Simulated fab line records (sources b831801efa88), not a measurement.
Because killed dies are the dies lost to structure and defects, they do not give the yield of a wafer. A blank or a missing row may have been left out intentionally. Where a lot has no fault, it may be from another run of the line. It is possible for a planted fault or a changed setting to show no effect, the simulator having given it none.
Which tool did it?	flow sky130	6 lots (18 wafers sampled), 1 step of a 708-step route

WHAT THE GAUGES SHOWED, per wafer
SKY_NWELL_OVL_MEAS_10.
lot	measured	on	NWELL_00_OVL (nm)
L608	day 5 12:13	overlay-02	-4.3 -2.7 -2.3
L612	day 6 01:17	overlay-01	-0.2 1.5 1.0
L614	day 6 08:44	overlay-02	-0.1 -0.3 0.8
L622	day 8 06:38	overlay-02	-2.4 -1.4 -2.5
L627	day 9 17:32	overlay-02	-3.6 -1.5 -2.5
L629	day 10 00:58	overlay-01	-0.8 -0.8 -1.8

TOOL THAT RAN EACH LOT (tool first, then ch and the chambers of the sampled wafers, then the start)
Record: no process step prior to these readings.

THE ANSWER, worked out from the rows above alone
Rule: the usual values come from the lots themselves. The widest of any qualifying gaps counts: lots, ordered by their means at a reading, are off when they make up no more than a third of the lots, leave a main group of 4 or more, and stand apart from it by 3 or more times the standard deviation of that group's means. The tables above print the reading to a certain number of digits; a main group whose means all agree to those digits is not used. A lot without any number at a reading at which 4 lots or more have one is off too. All remaining lots with rows at the step are treated as sound.
None of the lots is off at any reading shown; this tells nothing.

WHAT WAS PUT IN BY THE SIMULATOR
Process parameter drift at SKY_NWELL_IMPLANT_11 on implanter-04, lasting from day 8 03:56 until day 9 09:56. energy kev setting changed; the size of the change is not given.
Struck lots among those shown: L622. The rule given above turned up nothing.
